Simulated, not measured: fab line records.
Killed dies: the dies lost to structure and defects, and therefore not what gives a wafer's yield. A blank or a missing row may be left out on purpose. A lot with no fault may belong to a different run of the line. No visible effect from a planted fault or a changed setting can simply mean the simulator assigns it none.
Which of the tools did it? + flow sky130 + 15 lots with 42 wafers sampled at 4 steps, on a route of 708 steps

WHAT EACH GAUGE READ, for each wafer
SKY_VT_ADJUST_LVTN_OVL_MEAS_07. Usual: VT_ADJUST_LVTN_OVL gives -0.1 nm (standard deviation 1.5).
| lot  | measured     | on         | VT_ADJUST_LVTN_OVL (nm) | flag |
|------|--------------|------------|-------------------------|------|
| L288 | day 6 21:22  | overlay-01 | 3.2 1.7 3.0             |      |
| L289 | day 7 04:15  | overlay-02 | 1.7 -0.8 0.7            |      |
| L290 | day 7 08:52  | overlay-01 | -1.7 0.6 0.1            |      |
| L291 | day 7 13:07  | overlay-01 | 0.1 0.9 -0.3            |      |
| L292 | day 8 00:56  | overlay-01 | 3.0 0.1 -0.8            |      |
| L298 | day 9 18:03  | overlay-02 | -0.1 -1.6               |      |
| L300 | day 10 09:06 | overlay-02 | -1.3 -2.1               |      |
| L301 | day 10 19:10 | overlay-01 | -0.8 -1.5               |      |
| L302 | day 10 20:12 | overlay-02 | 1.9 2.9 2.2             |      |
| L303 | day 11 01:52 | overlay-01 | 0.9 1.5 0.6             |      |
| L304 | day 11 09:43 | overlay-02 | 0.5 0.5 1.3             |      |
| L306 | day 11 18:42 | overlay-01 | -0.9 -0.6 -0.3          |      |
| L309 | day 12 12:01 | overlay-01 | -0.6 -1.0 -0.5          |      |
| L310 | day 12 20:01 | overlay-02 | -2.1 -3.0 -1.7          |      |
| L311 | day 13 04:24 | overlay-02 | 0.3 -0.7 0.8            |      |

SKY_VT_ADJUST_HVTR_OVL_MEAS_08. Usual: VT_ADJUST_HVTR_OVL gives 0.5 nm (standard deviation 1.4).
| lot  | measured     | on         | VT_ADJUST_HVTR_OVL (nm) | flag |
|------|--------------|------------|-------------------------|------|
| L288 | day 9 11:38  | overlay-02 | -0.2 -2.8 -2.1          |      |
| L289 | day 9 18:44  | overlay-01 | -0.2 -1.1 0.5           |      |
| L290 | day 10 00:02 | overlay-02 | -1.1 -0.2 1.5           |      |
| L291 | day 10 04:57 | overlay-02 | 0.4 -0.3 -1.6           |      |
| L292 | day 10 16:58 | overlay-02 | 1.1 0.6 0.0             |      |
| L298 | day 12 16:26 | overlay-02 | -1.1 -1.7               |      |
| L300 | day 13 10:11 | overlay-02 | 0.0 -1.1                |      |
| L301 | day 13 19:45 | overlay-02 | -0.1 0.2                |      |
| L302 | day 13 22:20 | overlay-02 | 1.5 1.2 0.1             |      |
| L303 | day 14 04:47 | overlay-01 | 3.4 2.9 2.3             |      |
| L304 | day 14 14:44 | overlay-01 | -1.1 -1.2 0.5           |      |
| L306 | day 14 23:02 | overlay-01 | 1.1 1.2 2.2             |      |
| L309 | day 15 19:44 | overlay-02 | 1.5 -0.3 0.0            |      |
| L310 | day 16 03:44 | overlay-02 | -0.7 -2.0 -1.7          |      |
| L311 | day 16 14:11 | overlay-02 | -0.8 -0.3 0.0           |      |

SKY_LDD_P_OVL_MEAS_08. Usual: LDD_P_OVL gives -1.0 nm (standard deviation 1.3).
| lot  | measured     | on         | LDD_P_OVL (nm) | flag |
|------|--------------|------------|----------------|------|
| L288 | day 18 21:20 | overlay-02 | -3.5 -3.2 -3.7 |      |
| L289 | day 19 10:59 | overlay-01 | 0.0 0.2 1.9    |      |
| L290 | day 19 19:15 | overlay-02 | -3.2 -3.3 -3.0 |      |
| L291 | day 20 00:01 | overlay-01 | -1.1 -3.0 -0.6 |      |
| L292 | day 21 04:18 | overlay-02 | -1.4 -1.8 -1.0 |      |
| L298 | day 22 23:34 | overlay-02 | 0.4 0.5        |      |
| L300 | day 23 18:38 | overlay-02 | 0.3 2.1        |      |
| L301 | day 24 04:47 | overlay-02 | -1.0 -1.1      |      |
| L302 | day 24 11:08 | overlay-02 | -1.4 -2.2 -1.2 |      |
| L303 | day 25 10:35 | overlay-01 | 1.0 0.6 0.1    |      |
| L304 | day 25 06:56 | overlay-02 | -0.5 -0.7 -0.5 |      |
| L306 | day 25 14:14 | overlay-01 | 0.3 1.7 1.6    |      |
| L309 | day 26 09:32 | overlay-01 | -0.6 -1.6 0.1  |      |
| L310 | day 27 05:17 | overlay-01 | -0.5 -1.3 0.0  |      |
| L311 | day 27 08:19 | overlay-02 | -1.9 -1.4 -0.7 |      |

EACH LOT AND THE TOOL THAT RAN IT (in order: tool; ch and the chambers of the sampled wafers; start)
| lot  | SKY_RES_PROTECT_SOFTBAKE_03      |
|------|----------------------------------|
| L288 | lithoTrack-02 ch 0, day 14 11:56 |
| L289 | lithoTrack-02 ch 0, day 14 22:33 |
| L290 | lithoTrack-03 ch 0, day 15 05:01 |
| L291 | lithoTrack-02 ch 0, day 15 09:20 |
| L292 | lithoTrack-02 ch 0, day 15 22:47 |
| L298 | lithoTrack-02 ch 0, day 18 07:45 |
| L300 | lithoTrack-02 ch 0, day 19 02:36 |
| L301 | lithoTrack-02 ch 0, day 19 12:20 |
| L302 | lithoTrack-03 ch 0, day 19 19:55 |
| L303 | lithoTrack-04 ch 0, day 20 19:51 |
| L304 | lithoTrack-03 ch 0, day 20 18:01 |
| L306 | lithoTrack-04 ch 0, day 21 00:12 |
| L309 | lithoTrack-04 ch 0, day 21 21:02 |
| L310 | lithoTrack-04 ch 0, day 22 15:36 |
| L311 | lithoTrack-04 ch 0, day 22 17:24 |
- SKY_RES_PROTECT_SOFTBAKE_03: time 60 s.

WHAT THE TOOLS THEMSELVES READ (means of the sampled wafers that have a number; where no wafer has one, the mark that the record gives instead)
SKY_RES_PROTECT_SOFTBAKE_03. Usual: heaterPowerTotalW 56.60 W, standard deviation 0.042; runLengthS 88.99 s, standard deviation 0.12.
| lot  | tool          | heaterPowerTotalW (W) | runLengthS (s) | flag |
|------|---------------|-----------------------|----------------|------|
| L288 | lithoTrack-02 | 56.62                 | 88.93          |      |
| L289 | lithoTrack-02 | 56.63                 | 88.99          |      |
| L290 | lithoTrack-03 | 56.60                 | 88.96          |      |
| L291 | lithoTrack-02 | 56.55                 | 89.15          |      |
| L292 | lithoTrack-02 | 56.61                 | 89.04          |      |
| L298 | lithoTrack-02 | 57.74                 | 85.90          | OFF  |
| L300 | lithoTrack-02 | 57.77                 | 85.78          | OFF  |
| L301 | lithoTrack-02 | 57.72                 | 85.77          | OFF  |
| L302 | lithoTrack-03 | 56.60                 | 88.99          |      |
| L303 | lithoTrack-04 | 56.58                 | 88.95          |      |
| L304 | lithoTrack-03 | 56.62                 | 88.97          |      |
| L306 | lithoTrack-04 | 56.61                 | 88.94          |      |
| L309 | lithoTrack-04 | 56.58                 | 89.02          |      |
| L310 | lithoTrack-04 | 56.56                 | 88.86          |      |
| L311 | lithoTrack-04 | 56.58                 | 88.95          |      |

THE ANSWER, worked out from the rows above alone
Rule: a lot counts as off when the mean over its wafers that have a number is more than 3 standard deviations away from the usual mean. A lot without any number at a reading at which 4 lots or more have one is off too. Any other lot the step has rows for is counted as sound. First the gauges in route order, then the tools' own readings, where a lot's mean is used as printed above. At the first step where some lot is off, the reading lying furthest off is the one used; lots without a number count as furthest.
Off: L298, L300, L301, at SKY_RES_PROTECT_SOFTBAKE_03 (heaterPowerTotalW).
If a tool, at that step or one of the process steps before it, ran each lot that is off and ran no sound lot following the first of them, it fits. One fits: lithoTrack-02 at SKY_RES_PROTECT_SOFTBAKE_03. Its last sound lot is L292 (day 15 22:47), its first lot that is off L298 (day 18 07:45): a fault that began between those two fits.
The tool's own readings at SKY_RES_PROTECT_SOFTBAKE_03 bear it out: on the lots that are off they differ by more than 5 times the standard deviation of the sound lots' means. heaterPowerTotalW reads 57.74 W there against 56.59 W on the sound lots; runLengthS reads 85.82 s there against 88.98 s on the sound lots.

WHAT THE SIMULATOR PUT IN
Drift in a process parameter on lithoTrack-02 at SKY_RES_PROTECT_SOFTBAKE_03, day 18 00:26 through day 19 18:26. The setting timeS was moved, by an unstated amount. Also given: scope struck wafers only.
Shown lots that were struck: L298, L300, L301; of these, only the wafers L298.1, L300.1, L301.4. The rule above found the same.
